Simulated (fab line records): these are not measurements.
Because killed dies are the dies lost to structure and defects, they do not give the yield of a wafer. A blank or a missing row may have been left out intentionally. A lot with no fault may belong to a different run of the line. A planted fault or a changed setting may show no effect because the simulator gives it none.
Tool commonality check ; flow gf180mcu ; Sampled: 14 lots, 42 wafers

THE REASON FOR OPENING IT
Flagged at GF_HV_LDD_CD_MEAS_19: reading cd_nm, on 2 of 14 lots. Wafers without a fault read 400.8 nm, standard deviation 2.7.
Rule: a lot is flagged in two cases, either no wafer of it has a number, or all its wafers with numbers fall more than 4 standard deviations from that mean. As for the other lots, they are considered sound.

lot;measured;on;cd_nm (nm), wafer by wafer;flag
L598;day 11 04:07;cd_sem-02;400.0 399.5 399.3;
L600;day 12 08:00;cd_sem-01;399.7 399.6 400.9;
L601;day 12 13:52;cd_sem-02;399.3 400.1 400.6;
L602;day 13 02:54;cd_sem-01;399.4 398.7 400.4;
L603;day 13 09:29;cd_sem-01;403.4 400.4 403.4;
L606;day 14 06:55;cd_sem-01;364.6 364.7 366.0;FLAGGED
L609;day 14 19:47;cd_sem-02;365.4 365.6 364.9;FLAGGED
L613;day 16 03:54;cd_sem-02;397.3 398.9 399.3;
L615;day 16 23:31;cd_sem-02;398.1 398.3 399.9;
L616;day 17 06:33;cd_sem-02;400.4 400.5 402.6;
L617;day 17 09:13;cd_sem-02;408.3 408.1 405.4;
L618;day 17 15:35;cd_sem-01;400.5 402.4 402.6;
L620;day 18 09:00;cd_sem-02;402.0 399.6 401.0;
L619;day 18 10:07;cd_sem-02;403.5 399.7 403.3;
The numbers of the flagged lots are 365.2 nm on average: -35.6 nm against the usual, or -13 standard deviations.

TOOL THAT RAN EACH LOT
The record keeps 1 process step preceding the reading, out of 602 steps on the route. Every cell lists first the tool, next ch and the chambers used by the sampled wafers, and last the start.
lot;flag;GF_HV_LDD_DEVELOP_18
L598;;litho_track-03 ch 0, day 11 03:58
L600;;litho_track-01 ch 0, day 12 07:51
L601;;litho_track-03 ch 0, day 12 13:43
L602;;litho_track-01 ch 0, day 13 02:45
L603;;litho_track-01 ch 0, day 13 09:20
L606;FLAGGED;litho_track-03 ch 0, day 14 06:46
L609;FLAGGED;litho_track-03 ch 0, day 14 19:38
L613;;litho_track-02 ch 0, day 16 03:45
L615;;litho_track-02 ch 0, day 16 23:22
L616;;litho_track-03 ch 0, day 17 06:25
L617;;litho_track-03 ch 0, day 17 08:59
L618;;litho_track-02 ch 0, day 17 15:27
L620;;litho_track-03 ch 0, day 18 08:52
L619;;litho_track-01 ch 0, day 18 09:58
These steps, and what they do:
- GF_HV_LDD_DEVELOP_18: develop time 60 s.
- GF_HV_LDD_CD_MEAS_19: target cd 400 nm.

FLAGGED OVER TOTAL, TOOL BY TOOL (the gauges that took the reading come last)
step;tool;lots run;flagged;share of the flagged lots;sound lots run after its first flagged lot
GF_HV_LDD_DEVELOP_18;litho_track-01;4;0;none;-
GF_HV_LDD_DEVELOP_18;litho_track-02;3;0;none;-
GF_HV_LDD_DEVELOP_18;litho_track-03;7;2;all;3 (L616,L617,L620)
GF_HV_LDD_CD_MEAS_19;cd_sem-01;5;1;some;1 (L618)
GF_HV_LDD_CD_MEAS_19;cd_sem-02;9;1;some;6 (L613,L615,L616,L617,L620,L619)

WHAT IS ALLOWED BY THE TABLE
In the table, 1 row covers all flagged lots: litho_track-03 at GF_HV_LDD_DEVELOP_18.
- litho_track-03 at GF_HV_LDD_DEVELOP_18 ran 7 lots, 2 of them flagged. After the first flagged lot (L616, L617, L620), sound lots still ran on it; a lasting fault on the whole tool would not permit that.
There is no row in the table that ran each flagged lot and no sound lot after the first.

WHAT THE SIMULATOR PUT IN
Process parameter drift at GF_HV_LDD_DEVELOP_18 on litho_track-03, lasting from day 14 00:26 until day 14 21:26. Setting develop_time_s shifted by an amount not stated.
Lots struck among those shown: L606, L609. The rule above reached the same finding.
